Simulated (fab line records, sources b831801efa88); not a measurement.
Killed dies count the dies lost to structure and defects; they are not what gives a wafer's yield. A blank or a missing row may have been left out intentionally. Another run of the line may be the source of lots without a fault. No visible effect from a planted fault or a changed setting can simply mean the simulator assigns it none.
Problem report in the 8D (eight disciplines) form, filled by code ; flow sky130 ; the parts of the form that need people (team, actions taken, sign-off) are left out

== 1. THE PROBLEM ==
strip-time-to-endpoint-s at SKY_METAL4_STRIP_19 reads a mean of 7.48 s on 6 wafers of 2 lots; wafers without a fault read 6.56 s with a standard deviation of 0.068. Measured from the usual mean, that is +14 standard deviations.
The step: strips in O2/N2.
Earliest sighting: wafer L341.2 on plasma-asher-01 at day 44 02:08. The record holds 39 wafers of 13 lots with a number at this step. By rule, "out" or "out of limits" means more than 4 standard deviations away from the usual mean. The other wafers with a number count as sound.

== 2. WHAT THIS IS AND IS NOT ==
question;is;is not
which readings at this step;strip-time-to-endpoint-s, oes-product-au;drypump-motor-current-A
which lots;L341, L345;L333, L334, L335, L336, L338, L343, L347, L349, L352, L353, L354
which wafers of those lots;all that have a number;-
read on which tools;plasma-asher-01;plasma-asher-03, plasma-asher-04
when;from day 44 02:08;"up to then (15 sound wafers); but 18 sound wafers of L343, L347, L349, L352, L353, L354 came after"

== 3. THE SUSPECTS, EACH WITH WHAT RULES IT OUT ==
Counting: any tool at a process step up to the reading is kept as a suspect provided that every lot that is out went through it and no sound lot did after the first of them.
- pvd-sputter-01 at SKY_VIA3_SPUTTER_20 (material TiN, target thk 20 nm, time 80 s): ruled out as a lasting fault. After its first lot that is out, L341 (day 42 02:07), sound lots L347 ran on it.
- rie-metal-03 at SKY_METAL4_METAL_ETCH_18 (etches the open film in Cl2/BCl3, stops on SiO2, target depth 845 nm, time 183.1 s): kept. It ran every lot that is out, first L341 (day 44 01:58), and no sound lot after that.
- plasma-asher-01 at SKY_METAL4_STRIP_19 (strips in O2/N2): kept. It ran every lot that is out, first L341 (day 44 02:08), and no sound lot after that. On those wafers its own readings are out: oes-product-au, strip-time-to-endpoint-s.
The count leaves plasma-asher-01 at SKY_METAL4_STRIP_19 and rie-metal-03 at SKY_METAL4_METAL_ETCH_18.

== 4. THE CAUSE (what the simulator had put in) ==
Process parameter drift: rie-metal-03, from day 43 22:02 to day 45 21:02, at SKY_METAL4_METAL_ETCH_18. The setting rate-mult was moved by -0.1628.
Counting leaves 2 suspects; this tool is one of them.

== 5. THE CHAIN OF EFFECTS, in route order ==
Each row: a reading where the mean over the struck wafers with a number is more than 3 standard deviations away from the usual. Scope: only readings with a usual standard deviation given in the record; hours: median across lots of the time from each lot's start at the first step in this table that gives one to its start at this step; sigmas: change in usual standard deviations.
hours;step;reading;usual;on struck wafers;change;sigmas
0;SKY_METAL4_STRIP_19;oes-product-au;0.503 a.u.;0.540;+0.037;+7.3
0;SKY_METAL4_STRIP_19;strip-time-to-endpoint-s;6.56 s;7.48;+0.92;+14
Here are the process steps it includes:
- SKY_METAL4_STRIP_19: strips in O2/N2.
Later steps that measure or inspect, where all struck wafers having a row at the step show a number for every such reading and not one has moved that far: SKY_VIA4_BOW_MEAS_03.

== 6. HOW IT WOULD HAVE BEEN CAUGHT EARLIER ==
The fault began at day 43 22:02; the first out-of-limits reading in this record came at day 44 02:08, 4 hours later.
Tool readings at SKY_METAL4_METAL_ETCH_18 with a usual standard deviation given in the record: none out on any struck wafer, hence no alarm at a limit of 4 standard deviations on them.
L345, from the lots that are out (2), started SKY_METAL4_METAL_ETCH_18 on rie-metal-03 later than day 44 02:08. Had the tool been put on hold then, it would have been spared.
